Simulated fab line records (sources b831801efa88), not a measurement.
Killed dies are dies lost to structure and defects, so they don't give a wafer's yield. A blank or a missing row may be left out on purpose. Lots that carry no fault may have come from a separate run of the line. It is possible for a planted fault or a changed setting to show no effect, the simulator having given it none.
Which of the tools did it? + flow sky130 + Sampling: 13 lots, 39 wafers, 2 of 708 route steps

## WHAT THE GAUGES READ, wafer by wafer
SKY_VT_ADJUST_NCORE_OVL_MEAS_08. Usual: VT_ADJUST_NCORE_OVL gives 0.7 nm (standard deviation 1.3).
| lot  | measured     | on         | VT_ADJUST_NCORE_OVL (nm) | flag |
|------|--------------|------------|--------------------------|------|
| L736 | day 8 15:28  | overlay-02 | -1.1 1.1 -0.4            |      |
| L738 | day 9 03:40  | overlay-01 | 1.3 1.6 1.7              |      |
| L739 | day 9 13:20  | overlay-02 | 1.7 1.3 1.9              |      |
| L740 | day 9 22:58  | overlay-02 | 0.7 1.6 1.2              |      |
| L741 | day 10 02:14 | overlay-01 | 1.3 -0.8 0.5             |      |
| L742 | day 10 12:22 | overlay-01 | 0.3 0.1 -0.2             |      |
| L743 | day 10 17:25 | overlay-02 | 0.6 1.2 1.4              |      |
| L744 | day 10 21:34 | overlay-02 | 0.5 0.2 0.2              |      |
| L745 | day 11 10:47 | overlay-01 | 1.7 1.9 0.2              |      |
| L748 | day 12 05:52 | overlay-02 | 3.8 2.8 2.4              |      |
| L749 | day 12 22:07 | overlay-02 | 2.9 1.8 2.9              |      |
| L752 | day 13 10:40 | overlay-01 | 0.8 -0.4 -0.9            |      |
| L759 | day 15 10:03 | overlay-01 | 1.1 0.1 -0.9             |      |

SKY_VT_ADJUST_PCH_TW_MEAS_10. Usual: VT_ADJUST_PCH_TW gives 142.3 (standard deviation 0.91).
| lot  | measured     | on            | VT_ADJUST_PCH_TW  | flag |
|------|--------------|---------------|-------------------|------|
| L736 | day 10 12:20 | film_metro-01 | 141.5 142.8 141.5 |      |
| L738 | day 11 02:04 | film_metro-03 | 141.1 141.3 141.4 |      |
| L739 | day 11 11:40 | film_metro-03 | 141.3 141.6 140.7 |      |
| L740 | day 11 22:23 | film_metro-04 | 142.6 143.4 143.2 |      |
| L741 | day 12 01:42 | film_metro-01 | 141.9 142.2 142.4 |      |
| L742 | day 12 13:22 | film_metro-01 | 142.6 141.9 142.1 |      |
| L743 | day 12 18:13 | film_metro-04 | 142.4 143.2 142.3 |      |
| L744 | day 12 23:31 | film_metro-03 | 140.5 141.4 141.3 |      |
| L745 | day 13 13:34 | film_metro-01 | 142.4 143.2 141.5 |      |
| L748 | day 14 10:13 | film_metro-04 | 143.6 143.1 144.3 |      |
| L749 | day 15 03:43 | film_metro-01 | 142.4 142.1 141.3 |      |
| L752 | day 15 17:40 | film_metro-04 | 143.6 143.5 143.3 |      |
| L759 | day 17 19:04 | film_metro-01 | 142.4 142.2 142.7 |      |

## WHICH TOOL RAN EACH LOT (tool, then ch and the chambers of the sampled wafers, then the start)
Record: no process step prior to these readings.

## WHAT THE TOOLS THEMSELVES READ (means of the sampled wafers that have a number; where no wafer has one, the mark that the record gives instead)
The record holds no such reading with a usual standard deviation.

## THE ANSWER, worked out from the rows above alone
Rule: lot off if the mean of its wafers having a number is beyond 3 standard deviations from the usual mean. A lot without any number at a reading at which 4 lots or more have one is off too. Where the step has rows for the other lots, those lots are counted as sound. Order of review: gauges by route order, followed by the tools' own readings, for which a lot's mean as printed above is used. The first step at which some lot is off is used, and at that step the reading that is off furthest; a lot without a number counts as furthest.
Nothing can be told from this: no lot is off at any reading shown.

## WHAT HAD BEEN PUT IN BY THE SIMULATOR
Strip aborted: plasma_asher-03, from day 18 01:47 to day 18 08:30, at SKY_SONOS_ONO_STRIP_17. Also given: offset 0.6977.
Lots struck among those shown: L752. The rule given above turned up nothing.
